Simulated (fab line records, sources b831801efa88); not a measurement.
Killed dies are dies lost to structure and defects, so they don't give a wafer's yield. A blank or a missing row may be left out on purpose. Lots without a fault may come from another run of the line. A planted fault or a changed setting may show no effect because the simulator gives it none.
A struck lot beside a sound one | flow sky130 | 14 steps out of a route of 708
Sound: wafers L403.3, L403.4, L403.6. Struck: wafers L406.1, L406.2, L406.4. The cause comes at the end.
At each step with rows: each side's tool, then ch and its chambers, then its first start. Under that, the readings that differ: sound wafers | struck wafers | difference of the means | sigmas: that difference in standard deviations of wafers without a fault.
alike: readings whose means differ by less than 2 such deviations, and words and numbers that are the same on both sides. not compared: withheld readings, readings that some wafer has no value for, bounds like >300 that may hide the same value, and numbers for which the record gives no deviation and whose values overlap.
The two part at a step that has a row with sigmas, a row that says differs or no value, or rows on one side only. Numbers that don't overlap but have no deviation are shown without sigmas and don't part them. A reading that every wafer of one side lacks parts them only if that side has two wafers or more.

SKY_SONOS_ONO_THK_MEAS_03:
  sound on film_metro-03, day 13 09:11; struck on film_metro-02, day 14 11:40
  reading                   | sound             | struck            | difference | sigmas
  SONOS_ONO_CVD_02_THK (nm) | 10.37 10.41 10.50 | 10.75 10.75 10.73 | +0.32      | +2
then, 1 step without rows for these wafers: SKY_SONOS_ONO_CVD_04 (deposits SiO2 from SiH4/N2O, target thk 5.7199 nm).
SKY_SONOS_ONO_THK_MEAS_05:
  sound on film_metro-03, day 13 10:30; struck on film_metro-03, day 14 12:59
  alike: SONOS_ONO_CVD_04_THK
then, 7 steps without rows for these wafers: SKY_SONOS_ONO_DEHYDRATE_06 (time 60 s); SKY_SONOS_ONO_HMDS_07 (prime time 60 s); SKY_SONOS_ONO_COAT_08 (resist thk 1140 nm); SKY_SONOS_ONO_SOFTBAKE_09 (time 60 s); SKY_SONOS_ONO_EXPOSE_10 (exposes mask ONOM, target cd 410 nm); SKY_SONOS_ONO_PEB_11; SKY_SONOS_ONO_DEVELOP_12 (develop time 60 s).
SKY_SONOS_ONO_CD_MEAS_13: target cd 410 nm.
  sound on cd_sem-02, day 14 12:38; struck on cd_sem-01, day 15 14:41
  alike: cd_nm
SKY_SONOS_ONO_OVL_MEAS_14:
  sound on overlay-01, day 14 12:44; struck on overlay-02, day 15 14:49
  alike: SONOS_ONO_OVL
SKY_SONOS_ONO_ETCH_15: etches the open film in CHF3/O2, target depth 19.52 nm, time 7.8 s.
  sound on rie_diel-04 ch 0,1,2, day 14 12:45; struck on rie_diel-03 ch 1,2,3, day 15 14:50
  reading                               | sound             | struck            | difference | sigmas
  oes_product_au (a.u.)                 | 0.990 0.999 1.010 | 0.965 0.951 0.952 | -0.044     | -4
  rf_fwd_power_W (W)                    | 587 591 584       | 485 493 500       | -95        | -28
  model.SONOS_ONO.feature_depth_nm (nm) | 19.31 19.46 19.82 | 18.6 17.82 18.28  | -1.3       |
  model.etch.depth_nm (nm)              | 19.31 19.46 19.82 | 18.6 17.82 18.28  | -1.3       |
  alike: drypump_motor_current_A, throttle_valve_pct
  not compared: rf_hours_counter_h
then, 1 step without rows for these wafers: SKY_SONOS_ONO_WET_ETCH_16 (etches SiO2 in dHF, target depth 14 nm, time 280 s).

WHERE THEY PART
First at SKY_SONOS_ONO_THK_MEAS_03; last, within this record, at SKY_SONOS_ONO_ETCH_15.

WHY: what the simulator had put in
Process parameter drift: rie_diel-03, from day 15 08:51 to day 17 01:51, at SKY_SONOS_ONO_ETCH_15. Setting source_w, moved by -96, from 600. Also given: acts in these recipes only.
